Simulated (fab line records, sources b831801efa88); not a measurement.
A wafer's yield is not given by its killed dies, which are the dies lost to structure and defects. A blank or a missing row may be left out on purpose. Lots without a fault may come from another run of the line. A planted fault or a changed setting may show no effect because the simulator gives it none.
8D (eight disciplines) problem report, filled in by code || flow sky130 || the parts of the form that need people (team, actions taken, sign-off) are left out

## 1. WHAT IS WRONG
Wafers free of any fault read 68.60 ohm/sq (standard deviation 0.11) for SD_N_RS at SKY_SD_N_RS_MEAS_16, against a mean of 72.94 ohm/sq on 6 wafers of 2 lots. That is +39 standard deviations from the usual mean.
The step: measures by four-point-probe.
The first sign was on wafer L421.1 at day 34 01:03, on filmMetro-04. Wafers with a number at this step in the record: 33, from 11 lots. Rule for "out" (also "out of limits"): further than 4 standard deviations from the usual mean. The rest of the wafers with a number are treated as sound.

## 2. WHAT IT IS, WHAT IT ISN'T
{"question": "which readings at this step", "is": "SD_N_RS", "is not": "-"}
{"question": "which lots", "is": "L420, L421", "is not": "L403, L407, L408, L409, L410, L411, L419, L422, L424"}
{"question": "which wafers of those lots", "is": "all that have a number", "is not": "-"}
{"question": "read on which gauges", "is": "filmMetro-01, filmMetro-04", "is not": "filmMetro-03"}
{"question": "when", "is": "from day 34 01:03", "is not": "up to then (18 sound wafers); but 9 sound wafers of L419, L422, L424 came after"}

## 3. SUSPECTS, AND WHAT RULES EACH OUT
Counting: a tool at any process step up to the reading remains a suspect when it ran all the lots that are out and ran no sound lot after the first of those.
- ruled out: the gauge at SKY_SD_N_RS_MEAS_16. Those wafers that are out were read across 2 gauges (filmMetro-01, filmMetro-04).
- rtpAnneal-02 at SKY_SD_N_RTA_14 (time 2 s): kept. All lots that are out passed through it, beginning with L421 at day 34 00:52, and no sound lot followed; its final sound lot before that point was L411 at day 31 05:43. Out on those wafers are its own readings of lampPowerPct.
Remaining after the count: rtpAnneal-02 at SKY_SD_N_RTA_14.

## 4. THE CAUSE (what the simulator had put in)
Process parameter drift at SKY_SD_N_RTA_14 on rtpAnneal-02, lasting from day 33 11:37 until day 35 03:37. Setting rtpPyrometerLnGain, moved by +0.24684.
The count eliminated every tool but this one.

## 5. SEQUENCE OF EFFECTS, ordered by route
Each row: a reading whose mean over the struck wafers that have a number lies more than 3 standard deviations from the usual. Readings are gone through only where the record gives a usual standard deviation; hours: the median, over the lots, of the time from a lot's start at the first step in this table giving one to that lot's start at this step; sigmas: the change measured in usual standard deviations.
{"hours": 0, "step": "SKY_SD_N_RTA_14", "reading": "lampPowerPct", "usual": "15.74 %", "on struck wafers": 14.73, "change": -1.01, "sigmas": -18}
{"hours": 0, "step": "SKY_SD_N_RS_MEAS_16", "reading": "SD_N_RS", "usual": "68.60 ohm/sq", "on struck wafers": 72.94, "change": "+4.34", "sigmas": "+39"}
{"hours": 0, "step": "SKY_SD_N_RS_MEAS_17", "reading": "SD_P_RS", "usual": "147.1 ohm/sq", "on struck wafers": 173.2, "change": "+26.1", "sigmas": "+65"}
Its process steps:
- SKY_SD_N_RTA_14: time 2 s.

## 6. WHAT WOULD HAVE CAUGHT IT SOONER
13 hours passed between the start of the fault at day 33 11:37 and the first reading out of limits at a measuring or inspecting step in this record, taken at day 34 01:03.
At SKY_SD_N_RTA_14, the tool's own readings (lampPowerPct) were out on each struck wafer the step has a row for, so an alarm limit on them would have fired on the first such wafer.
L420, from the lots that are out (2), started SKY_SD_N_RTA_14 on rtpAnneal-02 later than day 34 01:03. Holding the tool at that time would have saved it.
